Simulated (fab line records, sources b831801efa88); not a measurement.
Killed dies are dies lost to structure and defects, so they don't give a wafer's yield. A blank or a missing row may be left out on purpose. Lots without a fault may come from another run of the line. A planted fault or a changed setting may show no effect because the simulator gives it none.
A struck lot beside a sound one | flow sky130 | 18 steps out of a route of 708
Sound: wafers L511.2, L511.5, L511.6. Struck: wafers L522.2, L522.3, L522.5. The cause comes at the end.
At each step with rows: each side's tool, then ch and its chambers, then its first start. Under that, the readings that differ: sound wafers | struck wafers | difference of the means | sigmas: that difference in standard deviations of wafers without a fault.
alike: readings whose means differ by less than 2 such deviations, and words and numbers that are the same on both sides. not compared: withheld readings, readings that some wafer has no value for, bounds like >300 that may hide the same value, and numbers for which the record gives no deviation and whose values overlap.
The two part at a step that has a row with sigmas, a row that says differs or no value, or rows on one side only. Numbers that don't overlap but have no deviation are shown without sigmas and don't part them. A reading that every wafer of one side lacks parts them only if that side has two wafers or more.

first, 2 steps without rows for these wafers: SKY_CONTACT_PEB_12; SKY_CONTACT_DEVELOP_13 (develop time 60 s).
SKY_CONTACT_CD_MEAS_14: target cd 170 nm.
  sound on cd_sem-02, day 32 10:46; struck on cd_sem-01, day 35 17:06
  alike: cd_nm
SKY_CONTACT_OVL_MEAS_15:
  sound on overlay-01, day 32 10:52; struck on overlay-02, day 35 17:13
  alike: CONTACT_OVL
SKY_CONTACT_ETCH_16: etches BARC in N2/H2, stops on SiO2, time 45.9 s, target depth 60 nm.
  sound on rie_diel-02 ch 0,3, day 32 10:53; struck on rie_diel-01 ch 0,2,3, day 35 17:14
  alike: drypump_motor_current_A, n2_flow_sccm, oes_product_au, throttle_valve_pct
  not compared: rf_hours_counter_h
then, 1 step without rows for these wafers: SKY_CONTACT_ETCH_17 (etches SiO2 in C4F8/O2/Ar, stops on Si3N4, target depth 340 nm).
SKY_CONTACT_ETCH_18: etches Si3N4 in CHF3/O2, stops on TiN, time 39 s, target depth 75 nm.
  sound on rie_diel-02 ch 0,3; struck on rie_diel-01 ch 0,2,3
  alike: drypump_motor_current_A, oes_product_au, throttle_valve_pct
  not compared: rf_hours_counter_h
SKY_CONTACT_STRIP_19: strips in O2/N2.
  sound on plasma_asher-04 ch 0,1, day 32 11:02; struck on plasma_asher-02 ch 0,1, day 35 17:22
  alike: drypump_motor_current_A, n2_flow_sccm, oes_product_au, strip_time_to_endpoint_s
  not compared: rf_hours_counter_h
then, 3 steps without rows for these wafers: SKY_CONTACT_STRIP_20 (strips in post etch residue remover, time 1200 s); SKY_CONTACT_CLEAN_21 (cleans in IPA, time 180 s); SKY_CONTACT_CLEAN_22 (cleans in O3/DIW).
SKY_CONTACT_SPUTTER_23: material TiN, target thk 20 nm, time 80 s.
  sound on pvd_sputter-04, day 32 11:37; struck on pvd_sputter-02, day 35 17:58
  alike: chamber_pressure_pa, throttle_valve_pct
SKY_CONTACT_CVD_24: deposits W, target thk 340 nm, time 102.12 s.
  sound on cvd_w-01 ch 0,1, day 32 11:41; struck on cvd_w-01 ch 0,1, day 35 18:02
  reading                               | sound             | struck            | difference | sigmas
  model.W_of_CONTACT_CVD_24.thk_nm (nm) | 336.8 334.3 336.3 | 561.3 559.2 560.6 | +224.6     |
  alike: heater_power_w
SKY_CONTACT_RS_MEAS_25: measures by four-point-probe.
  sound on film_metro-02, day 32 11:49; struck on film_metro-02, day 35 18:10
  reading               | sound             | struck            | difference | sigmas
  CONTACT_W_RS (ohm/sq) | 0.339 0.342 0.341 | 0.203 0.204 0.203 | -0.137     | -35
SKY_CONTACT_THK_MEAS_26: measures by xrf.
  sound on film_metro-02, day 32 11:55; struck on film_metro-02, day 35 18:16
  reading            | sound       | struck | difference                    | sigmas
  CONTACT_W_THK (nm) | 340 340 341 | - - -  | no value on the struck wafers |
SKY_CONTACT_CMP_27: polishes, stops on SiO2, t overpolish 15 s, target thk 0 nm.
  sound on cmp-01 ch 2,3, day 32 11:58; struck on cmp-01 ch 0,2, day 35 18:22
  reading                | sound    | struck      | difference | sigmas
  time_to_endpoint_s (s) | 85 84 81 | 137 141 138 | +55        | +18
  alike: motor_current_A, platen_rpm
SKY_METAL1_SPUTTER_00: material Ti, target thk 15 nm, time 10 s.
  sound on pvd_sputter-01, day 32 12:16; struck on pvd_sputter-01, day 35 18:37
  alike: chamber_pressure_pa, throttle_valve_pct
SKY_PAD_OPEN_PROBE_99:
  the record has rows for the sound wafers here (prober-01, day 46 10:50) and none for the struck ones

WHERE THEY PART
First at SKY_CONTACT_RS_MEAS_25; last, within this record, at SKY_PAD_OPEN_PROBE_99.

WHY: what the simulator had put in
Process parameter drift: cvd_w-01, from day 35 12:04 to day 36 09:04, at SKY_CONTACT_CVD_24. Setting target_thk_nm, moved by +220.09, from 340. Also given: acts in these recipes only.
